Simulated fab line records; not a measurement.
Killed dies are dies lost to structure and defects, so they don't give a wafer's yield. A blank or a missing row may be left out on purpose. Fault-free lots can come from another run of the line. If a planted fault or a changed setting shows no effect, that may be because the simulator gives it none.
The tool behind it: which one? | flow gf180mcu | Sampling: 11 lots, 33 wafers, 3 of 602 route steps

## WHAT THE GAUGES SHOWED, per wafer
GF_PSD_TW_MEAS_11.
lot  | measured     | on            | PSD_TW
L130 | day 14 04:05 | film metro-04 | 3237 3219 3228
L131 | day 14 09:58 | film metro-04 | 3222 3204 3218
L133 | day 15 06:38 | film metro-01 | 3162 3172 3152
L134 | day 15 15:05 | film metro-04 | 3227 3225 3224
L136 | day 16 09:46 | film metro-01 | 3174 3183 3179
L137 | day 16 17:11 | film metro-01 | 3183 3195 3183
L143 | day 18 19:45 | film metro-01 | 3164 3163 3155
L144 | day 19 11:22 | film metro-01 | 3411 3404 3426
L146 | day 20 05:48 | film metro-02 | 3385 3399 3400
L151 | day 21 11:43 | film metro-04 | 3222 3201 3217
L153 | day 22 07:59 | film metro-02 | 3162 3168 3166

## TOOL THAT RAN EACH LOT (tool first, then ch and the chambers of the sampled wafers, then the start)
lot  | GF_PSD_IMPLANT_09               | GF_PSD_STRIP_10
L130 | implanter-03 ch 0, day 14 03:50 | plasma asher-03 ch 0,1, day 14 03:58
L131 | implanter-04 ch 0, day 14 09:43 | plasma asher-01 ch 0,1, day 14 09:52
L133 | implanter-03 ch 0, day 15 06:23 | plasma asher-03 ch 0,1, day 15 06:32
L134 | implanter-04 ch 0, day 15 14:52 | plasma asher-01 ch 0,1, day 15 14:59
L136 | implanter-03 ch 0, day 16 09:31 | plasma asher-02 ch 0,1, day 16 09:40
L137 | implanter-03 ch 0, day 16 16:56 | plasma asher-02 ch 0,1, day 16 17:04
L143 | implanter-01 ch 0, day 18 19:32 | plasma asher-01 ch 0,1, day 18 19:40
L144 | implanter-03 ch 0, day 19 11:07 | plasma asher-01 ch 0,1, day 19 11:16
L146 | implanter-03 ch 0, day 20 05:30 | plasma asher-01 ch 0,1, day 20 05:38
L151 | implanter-01 ch 0, day 21 11:28 | plasma asher-02 ch 0,1, day 21 11:37
L153 | implanter-04 ch 0, day 22 07:47 | plasma asher-02 ch 0,1, day 22 07:53
- GF_PSD_IMPLANT_09
- GF_PSD_STRIP_10: strips in O2/N2.

## THE ANSWER, worked out from the rows above alone
Rule: the lots themselves supply what counts as usual. Put in order of their means at a reading, lots are off if they are a third of the lots or fewer, leave a main group of 4 or more, and stand apart from it by a gap of 3 or more times the standard deviation of the main group's means; of several such gaps the widest counts. If all means in a main group match to the digits the tables above print for the reading, that group is not used. Also off: a lot with no number at a reading for which 4 or more lots have one. The other lots that the step has rows for count as sound.
Off: at GF_PSD_TW_MEAS_11 (PSD_TW), L144, L146. Main group: mean 3193, sd 26.
A tool fits if, at a process step before that reading, it ran every lot that is off, and no sound lot after the first of them. Those tools and the gauges at GF_PSD_TW_MEAS_11 are tried in the same way. 2 tools fit, implanter-03 at GF_PSD_IMPLANT_09 and plasma asher-01 at GF_PSD_STRIP_10, so this cannot tell which one it is.

## WHAT THE SIMULATOR PUT IN
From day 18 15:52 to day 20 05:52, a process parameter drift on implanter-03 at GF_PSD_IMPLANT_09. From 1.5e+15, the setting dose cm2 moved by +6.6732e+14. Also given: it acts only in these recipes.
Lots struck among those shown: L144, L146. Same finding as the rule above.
